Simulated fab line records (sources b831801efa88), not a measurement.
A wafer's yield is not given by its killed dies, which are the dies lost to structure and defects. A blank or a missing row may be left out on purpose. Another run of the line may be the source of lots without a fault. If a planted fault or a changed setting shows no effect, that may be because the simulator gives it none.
fab line records -- flow sky130
record: lots: 6, wafers: 18, lastDay: 50
route steps=708 shown NWELL@65 PAD_OPEN@708
lots untouched by any fault: they come from a run of this same line in which no faults occurred
startH: start of the lot's first displayed wafer, in hours after the record's first day -- waitH: time in hours since the lot's previous step -- " identical to the entry in the row above -- L1.1+2: one row covering several wafers at once -- - either no value or no given start -- * or withheld: withheld -- < > ~ a bound
route shown NAME@n: names a module that has steps shown in the file, with the first one's number in the route -- usual: mean/standard deviation of fault-free wafers -- same: alike in all rows -- chamber/n: place in a boat -- sites: the reading at each site -- _std_site: the standard deviation of these -- _edge_site: outer sites' mean less inner sites' -- radiusMm: how far each site lies from the wafer's centre -- mask NAME#n: copy n -- behind: the last tool/chamber to shape the wafer -- hold: why the lot went on hold/how many hours it stayed there/how the hold came to an end -- device: transistor that didn't switch, given as n, p or np -- end of line: the same wafers' tests at the end of the route -- where a step has no rows: the recipe by itself -- killed: dies that structure and defects cost at the first sort, which is not the same as the wafer's yield -- map: a wafer's dies, marking killed ones x, the rest . and places with no die _
set.NAME: the setting that was run; set.NAME@STEP: the one run at that earlier step -- model.NAME: the simulator's own value behind a step, which no gauge read
lots seen at some steps along the route; tables by step, rows by wafer
services: a tool's chamber out of use, with start hour (startH, from the record's first day; less than 0 if before it), hours out, and reason
== steps ==
step: SKY_NWELL_IMPLANT_12
recipe: species: P, energyKev: 120, doseCm2: 1.3e+12, tiltDeg: withheld
step: SKY_NWELL_IMPLANT_13
recipe: species: P, energyKev: 50, doseCm2: 7e+11, tiltDeg: withheld
step: SKY_NWELL_STRIP_14
recipe: chemistry: O2/N2, powerW: 1400, pressureMtorr: 1500, platenTempC: withheld, o2FlowSccm: 3000, n2FlowSccm: 300, overashFraction: 0.5
usual: drypumpMotorCurrentA: 5.7/0.32, oesProductAu: 0.722/0.0046, stripTimeToEndpointS: 36.90/0.12
lot.wafer,tool,chamber,startH,waitH,drypumpMotorCurrentA,oesProductAu,rfHoursCounterH,stripTimeToEndpointS
L626.2,plasmaAsher-03,0,108.34,0.1,5.4,0.728,44,37.00
L626.4,plasmaAsher-03,1,108.34,0.1,5.5,0.728,-,37.06
L626.6,plasmaAsher-03,0,108.34,0.1,5.4,0.726,-,37.03
L629.1,plasmaAsher-01,1,119.38,0.1,6.4,0.723,0,37.00
L629.2,plasmaAsher-01,0,119.38,0.1,5.8,0.724,0,36.96
L629.3,plasmaAsher-01,0,119.38,0.1,5.8,0.721,-,36.90
L636.2,plasmaAsher-01,1,157.34,0.1,6.3,0.725,4,36.76
L636.4,plasmaAsher-01,1,157.34,0.1,6.4,0.722,-,36.75
L636.5,plasmaAsher-01,1,157.34,0.1,6.3,0.726,-,36.85
L637.1,plasmaAsher-01,0,161.59,0.1,5.8,0.731,4,37.08
L637.2,plasmaAsher-01,1,161.59,0.1,6.3,0.720,4,36.95
L637.6,plasmaAsher-01,1,161.59,0.1,6.3,0.723,-,37.02
L643.3,plasmaAsher-03,0,195.37,0.1,5.5,0.716,-,36.88
L643.4,plasmaAsher-03,1,195.37,0.1,5.4,0.721,-,36.93
L643.6,plasmaAsher-03,1,195.37,0.1,5.4,0.719,-,36.79
L645.2,plasmaAsher-01,0,222.73,0.1,5.8,0.721,10,37.03
L645.3,plasmaAsher-01,1,222.73,0.1,6.3,0.726,-,36.90
L645.5,plasmaAsher-01,1,222.73,0.1,6.3,0.718,-,36.76
step: SKY_NWELL_TW_MEAS_15
usual: NWELL_TW: 1812/17
lot.wafer,tool,chamber,startH,waitH,NWELL_TW
L626.2,filmMetro-03,-,108.45,0.1,1807
L626.4,filmMetro-03,-,108.45,0.1,1803
L626.6,filmMetro-03,-,108.45,0.1,1820
L629.1,filmMetro-02,-,119.48,0.1,1785
L629.2,filmMetro-02,-,119.48,0.1,1790
L629.3,filmMetro-02,-,119.48,0.1,1793
L636.2,filmMetro-03,-,157.45,0.1,1823
L636.4,filmMetro-03,-,157.45,0.1,1818
L636.5,filmMetro-03,-,157.45,0.1,1810
L637.1,filmMetro-03,-,161.69,0.1,1811
L637.2,filmMetro-03,-,161.69,0.1,1804
L637.6,filmMetro-03,-,161.69,0.1,1810
L643.3,filmMetro-01,-,195.46,0.1,1841
L643.4,filmMetro-01,-,195.46,0.1,1848
L643.6,filmMetro-01,-,195.46,0.1,1853
L645.2,filmMetro-03,-,222.84,0.1,1812
L645.3,filmMetro-03,-,222.84,0.1,1815
L645.5,filmMetro-03,-,222.84,0.1,1822
step: SKY_NWELL_DEHYDRATE_16
recipe: tempC: 200, timeS: 60
step: SKY_NWELL_HMDS_17
recipe: primeTimeS: 60, primeTempC: 120
step: SKY_NWELL_COAT_18
recipe: spinRpm: 2000, resistThkNm: 3000
step: SKY_NWELL_SOFTBAKE_19
recipe: tempC: 110, timeS: withheld
step: SKY_NWELL_EXPOSE_20
recipe: maskId: NWM_COMPLEMENT, na: 0.6, sourceShape: conventional, sigmaOuter: 0.6, polarization: unpolarized, targetCdNm: 840, doseMj: 260
step: SKY_NWELL_PEB_21
recipe: tempC: 115, timeS: withheld
step: SKY_NWELL_DEVELOP_22
recipe: wallAngleDeg: 90, developer: TMAH, developTimeS: 60, devTempC: 23
step: SKY_NWELL_OVL_MEAS_23
usual: NWELL_01_OVL: 0.7/1.3
lot.wafer,tool,chamber,startH,waitH,NWELL_01_OVL[nm]
L626.2,overlay-01,-,126.96,-,-0.9
L626.4,overlay-01,-,126.96,-,-1.8
L626.6,overlay-01,-,126.96,-,-0.7
L629.1,overlay-02,-,138.34,-,3.9
L629.2,overlay-02,-,138.34,-,2.1
L629.3,overlay-02,-,138.34,-,2.7
L636.2,overlay-02,-,176.45,-,-0.3
L636.4,overlay-02,-,176.45,-,0.3
L636.5,overlay-02,-,176.45,-,-0.6
L637.1,overlay-01,-,180.20,-,1.4
L637.2,overlay-01,-,180.20,-,0.8
L637.6,overlay-01,-,180.20,-,0.2
L643.3,overlay-02,-,216.37,-,0.7
L643.4,overlay-02,-,216.37,-,1.6
L643.6,overlay-02,-,216.37,-,1.6
L645.2,overlay-01,-,245.75,-,-3.6
L645.3,overlay-01,-,245.75,-,-0.1
L645.5,overlay-01,-,245.75,-,-0.4
step: SKY_NWELL_IMPLANT_24
recipe: species: B, energyKev: 140, doseCm2: 9.2e+12, tiltDeg: withheld
usual: beamEnergyKeV: 139.99/0.047
lot.wafer,tool,chamber,startH,waitH,beamEnergyKeV,model.implant.drpNm
L626.2,implanter-02,0,127.02,0.0,140.02,95.47
L626.4,implanter-02,0,127.02,0.0,140.03,95.47
L626.6,implanter-02,0,127.02,0.0,140.02,95.47
L629.1,implanter-01,0,138.38,0.0,139.96,95.47
L629.2,implanter-01,0,138.38,0.0,139.94,95.47
L629.3,implanter-01,0,138.38,0.0,139.93,95.47
L636.2,implanter-01,0,176.50,0.0,126.38,91.82
L636.4,implanter-01,0,176.50,0.0,126.38,91.82
L636.5,implanter-01,0,176.50,0.0,126.42,91.82
L637.1,implanter-01,0,180.24,0.0,126.48,91.82
L637.2,implanter-01,0,180.24,0.0,126.42,91.82
L637.6,implanter-01,0,180.24,0.0,126.43,91.82
L643.3,implanter-04,0,216.44,0.1,139.97,95.47
L643.4,implanter-04,0,216.44,0.1,139.97,95.47
L643.6,implanter-04,0,216.44,0.1,139.98,95.47
L645.2,implanter-02,0,245.80,0.0,140.03,95.47
L645.3,implanter-02,0,245.80,0.0,140.06,95.47
L645.5,implanter-02,0,245.80,0.0,140.00,95.47
step: SKY_NWELL_STRIP_25
recipe: chemistry: O2/N2, powerW: 1400, pressureMtorr: 1500, platenTempC: withheld, o2FlowSccm: 3000, n2FlowSccm: 300, overashFraction: 0.5
usual: drypumpMotorCurrentA: 5.8/0.3, oesProductAu: 0.722/0.0047, stripTimeToEndpointS: 36.86/0.095
lot.wafer,tool,chamber,startH,waitH,drypumpMotorCurrentA,oesProductAu,rfHoursCounterH,stripTimeToEndpointS
L626.2,plasmaAsher-03,0,127.14,0.1,5.4,0.723,45,36.87
L626.4,plasmaAsher-03,0,127.14,0.1,5.5,0.720,-,36.99
L626.6,plasmaAsher-03,1,127.14,0.1,5.4,0.719,-,36.98
L629.1,plasmaAsher-04,0,138.53,0.1,5.6,0.717,33,36.97
L629.2,plasmaAsher-04,1,138.53,0.1,5.9,0.727,33,36.91
L629.3,plasmaAsher-04,0,138.53,0.1,5.6,0.721,-,36.86
L636.2,plasmaAsher-04,0,176.63,0.1,5.6,0.714,37,36.81
L636.4,plasmaAsher-04,1,176.63,0.1,5.9,0.728,-,36.80
L636.5,plasmaAsher-04,0,176.63,0.1,5.6,0.735,-,36.82
L637.1,plasmaAsher-01,1,180.39,0.1,6.4,0.723,6,36.74
L637.2,plasmaAsher-01,0,180.39,0.1,5.8,0.716,6,36.80
L637.6,plasmaAsher-01,0,180.39,0.1,5.8,0.717,-,36.85
L643.3,plasmaAsher-01,0,216.57,0.1,5.8,0.725,-,36.85
L643.4,plasmaAsher-01,1,216.57,0.1,6.4,0.719,-,36.88
L643.6,plasmaAsher-01,0,216.57,0.1,5.8,0.719,-,36.92
L645.2,plasmaAsher-01,1,245.93,0.1,6.3,0.710,12,36.75
L645.3,plasmaAsher-01,1,245.93,0.1,6.3,0.721,-,36.78
L645.5,plasmaAsher-01,1,245.93,0.1,6.3,0.716,-,36.77
step: SKY_PAD_OPEN_PROBE_99
usual: killed_at_M0_to_M3: 44/7.1, killed_at_M4_up: 3.0/1.9, killedAtContacts: 25/5.6, killedAtFrontEnd: 14/4.1, killedAtOther: 0.2/0.44, killedDies: 86/9.1, killedOpen: 47/7.4, killedShort: 39/5.7
same: grossDies: 492, killedAtBackSide: 0
lot.wafer,tool,chamber,startH,waitH,killed_at_M0_to_M3,killed_at_M4_up,killedAtContacts,killedAtFrontEnd,killedAtOther,killedDies,killedOpen,killedShort,model.etest.resIsoPwell.rsOhmSq,model.etest.pfet_16v.rOnOhmUm,model.etest.resIsoPwell.lineOhmUm,model.etest.resDeepNwell.rsOhmSq,model.etest.tip_n_5v.rsOhmSq,model.etest.resIsoPwell.widthNm,model.etest.resNwell.widthNm,model.etest.resDeepNwell.lineOhmUm
L626.2,prober-01,-,1095.62,0.1,39,1,35,17,0,92,59,33,3050,1.475e+04,1134,2233,1390,2676,834.3,746.5
L626.4,prober-01,-,1095.72,0.2,27,0,28,21,0,76,42,34,3034,1.472e+04,1146,2244,1398,2669,833.3,743.5
L626.6,prober-01,-,1095.82,0.2,34,1,20,10,0,65,38,27,3021,1.453e+04,1130,2233,1397,2666,828.3,738.3
L629.1,prober-02,-,1103.59,0.1,46,2,22,9,1,80,43,37,3318,1.523e+04,1257,2198,1397,2637,843.6,725.1
L629.2,prober-02,-,1103.64,0.1,35,7,20,12,0,74,38,36,3432,1.556e+04,1297,2197,1401,2653,849.5,740
L629.3,prober-02,-,1103.69,0.2,40,5,26,14,0,85,49,36,3125,1.496e+04,1201,2204,1402,2639,841.8,734.4
L636.2,prober-02,-,1143.25,0.1,48,2,28,12,0,90,44,46,5314,1.768e+04,2030,2188,1479,2616,885.1,723.3
L636.4,prober-02,-,1143.35,0.2,48,3,32,3,1,87,45,42,5001,1.743e+04,1912,2207,1468,2602,880.3,739.6
L636.5,prober-02,-,1143.40,0.2,46,2,28,15,0,91,51,40,5100,1.74e+04,1951,2164,1479,2625,877.9,729
L637.1,prober-01,-,1159.60,0.1,53,6,32,10,0,101,59,42,3493,1.545e+04,1315,2214,1413,2645,840.2,749
L637.2,prober-01,-,1159.65,0.1,50,3,26,9,0,88,62,26,3375,1.528e+04,1257,2220,1413,2651,841.9,728.9
L637.6,prober-01,-,1159.85,0.2,61,2,32,13,0,108,62,46,3316,1.515e+04,1240,2209,1402,2647,835.5,738.7
L643.3,prober-02,-,1174.70,0.2,45,1,20,13,0,79,41,38,2930,1.487e+04,1118,2232,1351,2654,841.9,732
L643.4,prober-02,-,1174.75,0.2,50,1,26,11,0,88,42,46,3070,1.51e+04,1152,2208,1358,2652,841.7,738.4
L643.6,prober-02,-,1174.85,0.2,40,5,22,11,2,80,48,32,2946,1.501e+04,1108,2207,1364,2643,843,731.7
L645.2,prober-01,-,1206.11,0.1,53,3,16,17,0,89,42,47,2747,1.495e+04,1042,2245,1371,2662,831.8,755
L645.3,prober-01,-,1206.16,0.2,42,2,23,13,0,80,45,35,3044,1.534e+04,1141,2215,1376,2652,839.2,739.4
L645.5,prober-01,-,1206.26,0.2,41,0,18,13,0,72,39,33,2792,1.498e+04,1050,2225,1369,2651,829.1,744
killed by level:class
L626.2 CONTACT:geometricParticle:open=13 VIA3:geometricParticle:open=10 VIA1:geometricParticle:open=10 LI_CONTACT:geometricParticle:open=9 CONTACT:geometricParticle:short=6 FIELD_ISO:geometricParticle:short=5 VIA2:geometricParticle:open=5 LOCAL_INTERCONNECT:geometricParticle:short=4
L626.4 CONTACT:geometricParticle:open=10 LI_CONTACT:geometricParticle:open=8 FIELD_ISO:geometricParticle:open=7 FIELD_ISO:geometricParticle:short=7 VIA1:geometricParticle:open=5 VIA2:geometricParticle:open=4 CONTACT:geometricParticle:short=4 POLY_GATE:geometricParticle:short=3
L626.6 VIA1:geometricParticle:open=9 LI_CONTACT:geometricParticle:open=6 CONTACT:geometricParticle:open=5 METAL2:geometricParticle:short=5 VIA2:geometricParticle:open=5 CONTACT:geometricParticle:short=4 VIA2:geometricParticle:short=4 LOCAL_INTERCONNECT:geometricParticle:short=3
L629.1 VIA1:geometricParticle:open=9 VIA2:geometricParticle:open=8 LI_CONTACT:geometricParticle:open=7 CONTACT:geometricParticle:open=5 METAL2:geometricParticle:short=5 LOCAL_INTERCONNECT:geometricParticle:short=4 METAL3:geometricParticle:short=4 METAL1:geometricParticle:short=4
L629.2 CONTACT:geometricParticle:open=9 VIA1:geometricParticle:open=8 METAL1:geometricParticle:short=7 METAL4:geometricParticle:short=6 VIA2:geometricParticle:open=5 VIA3:geometricParticle:open=5 POLY_GATE:geometricParticle:open=4 LI_CONTACT:geometricParticle:open=4
L629.3 VIA1:geometricParticle:open=13 LI_CONTACT:geometricParticle:open=9 CONTACT:geometricParticle:open=8 VIA3:geometricParticle:short=6 VIA3:geometricParticle:open=5 FIELD_ISO:geometricParticle:short=4 POLY_GATE:geometricParticle:open=4 LI_CONTACT:geometricParticle:short=4
L636.2 CONTACT:geometricParticle:open=9 VIA3:geometricParticle:open=8 LI_CONTACT:geometricParticle:open=7 CONTACT:geometricParticle:short=6 VIA1:geometricParticle:open=6 METAL2:geometricParticle:short=6 VIA2:geometricParticle:open=6 LOCAL_INTERCONNECT:geometricParticle:short=5
L636.4 LI_CONTACT:geometricParticle:open=10 CONTACT:geometricParticle:open=10 METAL2:geometricParticle:short=8 VIA3:geometricParticle:open=8 VIA1:geometricParticle:short=6 VIA1:geometricParticle:open=6 VIA2:geometricParticle:short=5 LOCAL_INTERCONNECT:geometricParticle:short=5
L636.5 VIA1:geometricParticle:open=14 CONTACT:geometricParticle:open=9 VIA2:geometricParticle:open=8 CONTACT:geometricParticle:short=7 FIELD_ISO:geometricParticle:open=5 LI_CONTACT:geometricParticle:open=5 VIA1:geometricParticle:short=5 FIELD_ISO:geometricParticle:short=4
L637.1 VIA1:geometricParticle:open=12 LI_CONTACT:geometricParticle:open=9 VIA3:geometricParticle:open=8 CONTACT:geometricParticle:open=7 VIA1:geometricParticle:short=6 CONTACT:geometricParticle:short=6 VIA2:geometricParticle:open=6 METAL2:geometricParticle:short=5
L637.2 VIA1:geometricParticle:open=15 LI_CONTACT:geometricParticle:open=14 VIA3:geometricParticle:open=10 CONTACT:geometricParticle:open=6 METAL1:geometricParticle:short=6 VIA2:geometricParticle:open=5 LOCAL_INTERCONNECT:geometricParticle:short=4 FIELD_ISO:geometricParticle:short=3
L637.6 CONTACT:geometricParticle:open=16 VIA1:geometricParticle:open=12 LI_CONTACT:geometricParticle:open=11 METAL1:geometricParticle:short=10 VIA1:geometricParticle:short=7 VIA2:geometricParticle:open=6 METAL2:geometricParticle:short=6 METAL3:geometricParticle:short=6
L643.3 LI_CONTACT:geometricParticle:open=9 VIA1:geometricParticle:open=9 METAL2:geometricParticle:short=6 VIA1:geometricParticle:short=6 METAL3:geometricParticle:short=6 VIA3:geometricParticle:open=6 CONTACT:geometricParticle:open=5 VIA2:geometricParticle:open=5
L643.4 CONTACT:geometricParticle:open=10 VIA1:geometricParticle:open=10 VIA3:geometricParticle:open=8 CONTACT:geometricParticle:short=7 METAL1:geometricParticle:short=7 VIA1:geometricParticle:short=6 LI_CONTACT:geometricParticle:short=5 METAL2:geometricParticle:short=5
L643.6 VIA1:geometricParticle:open=12 LI_CONTACT:geometricParticle:open=8 VIA2:geometricParticle:open=8 VIA3:geometricParticle:open=7 CONTACT:geometricParticle:open=7 METAL4:geometricParticle:short=5 POLY_GATE:geometricParticle:short=3 LOCAL_INTERCONNECT:geometricParticle:short=3
L645.2 METAL2:geometricParticle:short=12 METAL1:geometricParticle:short=11 VIA1:geometricParticle:open=9 VIA3:geometricParticle:open=8 POLY_GATE:geometricParticle:short=5 CONTACT:geometricParticle:short=5 VIA2:geometricParticle:open=5 FIELD_ISO:geometricParticle:open=4
L645.3 CONTACT:geometricParticle:open=10 VIA1:geometricParticle:open=8 CONTACT:geometricParticle:short=7 VIA1:geometricParticle:short=7 LI_CONTACT:geometricParticle:open=6 METAL2:geometricParticle:short=4 VIA2:geometricParticle:open=4 VIA3:geometricParticle:open=4
L645.5 CONTACT:geometricParticle:open=8 VIA1:geometricParticle:open=6 VIA3:geometricParticle:open=6 METAL1:geometricParticle:short=5 VIA1:geometricParticle:short=5 METAL2:geometricParticle:short=5 VIA2:geometricParticle:open=5 FIELD_ISO:geometricParticle:open=4
== services ==
tool,chamber,startH,hours,kind
plasmaAsher-01,-,108.75,9.0,pm
plasmaAsher-01,0,108.75,9.0,ventCycle
plasmaAsher-01,1,108.75,9.0,ventCycle
plasmaAsher-01,0,117.75,-,clean
plasmaAsher-01,1,117.75,-,clean
implanter-04,-,129.16,2.8,pm
implanter-02,-,179.32,2.3,repair
implanter-02,-,213.26,9.4,repair
implanter-01,-,213.33,5.1,pm
implanter-04,-,245.01,7.0,pm
== key ==
firstSign: step: SKY_NWELL_IMPLANT_24, reading: beamEnergyKeV, direction: down, sigmas: 99+, usual: *, struck: *
effect none on later readings
modelEffect: step: SKY_NWELL_IMPLANT_24, value: implant.drpNm, without: 95.47, struck: 91.82
modelEffect: step: SKY_PAD_OPEN_PROBE_99, value: etest.resIsoPwell.rsOhmSq, without: 3068, struck: 4266
metAt SKY_NWELL_IMPLANT_24
struckWafers L636.2,L636.4,L636.5,L637.1,L637.2,L637.6
testerLeftOut L636,L637
onsetBetween 138.38 176.50
fault: kind: processParameterDrift, tool: implanter-01, chamber: -, onsetH: 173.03, steps: SKY_NWELL_IMPLANT_24, channel: energyKev, offset: *, shape: step, endH: 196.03, actsIn: *, stated: *
testerLeftOut: of these lots the tester's yield and bins aren't shown, on N5 and GAA mostly nor the transistor test; their killed dies are dies lost to structure and defects alone, not to doping, threshold or leakage, so they don't give the yield
